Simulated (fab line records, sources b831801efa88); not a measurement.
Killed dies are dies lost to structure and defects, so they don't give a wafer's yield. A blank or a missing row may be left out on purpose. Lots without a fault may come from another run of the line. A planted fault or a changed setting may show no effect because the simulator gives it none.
Tool commonality check | flow sky130 | 11 lots, 42 wafers sampled

WHY IT WAS OPENED
At SKY_SONOS_ONO_THK_MEAS_01 the reading SONOS_ONO_OXIDATION_THK is flagged on 3 of 11 lots. Wafers without a fault read 2.60 nm, standard deviation 0.052.
Rule: a lot is flagged when every wafer of it that has a number lies more than 4 standard deviations from that mean, or none has a number. The other lots count as sound.

lot  | measured     | on            | SONOS_ONO_OXIDATION_THK (nm), wafer by wafer | flag
L800 | day 11 23:02 | film_metro-03 | 2.63 2.59 2.59                               |
L801 | day 12 01:45 | film_metro-03 | 2.58 2.64 2.63                               |
L802 | day 12 11:01 | film_metro-04 | 2.50 2.62 2.60                               |
L803 | day 12 17:09 | film_metro-04 | 2.59 2.61 2.54                               |
L805 | day 13 11:53 | film_metro-04 | 2.62 2.63 2.61                               |
L809 | day 15 01:18 | film_metro-01 | 3.76 3.75 3.81 3.81 3.76 3.76                | FLAGGED
L810 | day 15 06:50 | film_metro-03 | 3.79 3.71 3.76 3.78 3.75 3.74                | FLAGGED
L812 | day 15 17:10 | film_metro-03 | 3.71 3.72 3.74 3.67 3.69 3.71                | FLAGGED
L817 | day 17 07:10 | film_metro-04 | 2.64 2.55 2.57                               |
L821 | day 18 22:42 | film_metro-03 | 2.53 2.59 2.57                               |
L822 | day 19 07:56 | film_metro-04 | 2.60 2.58 2.59                               |
The numbers of the flagged lots are 3.75 nm on average: +1.15 nm against the usual, or +22 standard deviations.

WHICH TOOL RAN EACH LOT
The record holds 2 process steps before the reading, out of a route of 708 steps. In each cell: the tool, then ch and the chambers that the sampled wafers went through, then the start.
lot  | flag    | SKY_VT_ADJUST_HVTP_STRIP_10          | SKY_SONOS_ONO_OXIDATION_00
L800 |         | plasma_asher-01 ch 0,1, day 6 12:09  | furnace-02 ch 0, day 11 21:40
L801 |         | plasma_asher-01 ch 0,1, day 6 13:02  | furnace-02 ch 0, day 12 00:25
L802 |         | plasma_asher-04 ch 0,1, day 6 21:24  | furnace-01 ch 0, day 12 09:38
L803 |         | plasma_asher-02 ch 0,1, day 7 01:44  | furnace-01 ch 0, day 12 15:49
L805 |         | plasma_asher-02 ch 0,1, day 7 15:32  | furnace-01 ch 0, day 13 10:32
L809 | FLAGGED | plasma_asher-04 ch 0,1, day 8 17:07  | furnace-02 ch 0, day 14 23:57
L810 | FLAGGED | plasma_asher-01 ch 0,1, day 9 02:25  | furnace-02 ch 0, day 15 05:29
L812 | FLAGGED | plasma_asher-04 ch 0,1, day 9 11:17  | furnace-02 ch 0, day 15 15:48
L817 |         | plasma_asher-04 ch 0,1, day 10 18:37 | furnace-01 ch 0, day 17 05:49
L821 |         | plasma_asher-01 ch 0,1, day 12 00:50 | furnace-02 ch 0, day 18 21:20
L822 |         | plasma_asher-02 ch 0,1, day 12 07:36 | furnace-01 ch 0, day 19 06:35
What these steps do:
- SKY_VT_ADJUST_HVTP_STRIP_10: strips in O2/N2.
- SKY_SONOS_ONO_OXIDATION_00: stabilise 600 s, purge 300 s, target thk 2.6 nm.
- SKY_SONOS_ONO_THK_MEAS_01

FLAGGED OVER TOTAL, TOOL BY TOOL (the gauges that took the reading come last)
step                        | tool            | lots run | flagged | share of the flagged lots | sound lots run after its first flagged lot
SKY_VT_ADJUST_HVTP_STRIP_10 | plasma_asher-01 | 4        | 1       | some                      | 1 (L821)
SKY_VT_ADJUST_HVTP_STRIP_10 | plasma_asher-02 | 3        | 0       | none                      | -
SKY_VT_ADJUST_HVTP_STRIP_10 | plasma_asher-04 | 4        | 2       | some                      | 1 (L817)
SKY_SONOS_ONO_OXIDATION_00  | furnace-01      | 5        | 0       | none                      | -
SKY_SONOS_ONO_OXIDATION_00  | furnace-02      | 6        | 3       | all                       | 1 (L821)
SKY_SONOS_ONO_THK_MEAS_01   | film_metro-01   | 1        | 1       | some                      | 0
SKY_SONOS_ONO_THK_MEAS_01   | film_metro-03   | 5        | 2       | some                      | 1 (L821)
SKY_SONOS_ONO_THK_MEAS_01   | film_metro-04   | 5        | 0       | none                      | -

WHAT THE TABLE ALLOWS
1 row of the table ran every flagged lot: furnace-02 at SKY_SONOS_ONO_OXIDATION_00.
- furnace-02 at SKY_SONOS_ONO_OXIDATION_00: 3 of its 6 lots flagged. Sound lots ran on it after the first flagged one (L821), which a lasting fault on the whole tool wouldn't allow. Its own readings lie more than 4 standard deviations out on every wafer of the flagged lots: spike_tc_bottom_C, spike_tc_centre_C, spike_tc_lower_C, spike_tc_top_C, spike_tc_upper_C, tube_center_temp_C, tube_center_temp_C_max.
No row of the table ran every flagged lot and no sound lot after the first.

WHAT THE SIMULATOR HAD PUT IN
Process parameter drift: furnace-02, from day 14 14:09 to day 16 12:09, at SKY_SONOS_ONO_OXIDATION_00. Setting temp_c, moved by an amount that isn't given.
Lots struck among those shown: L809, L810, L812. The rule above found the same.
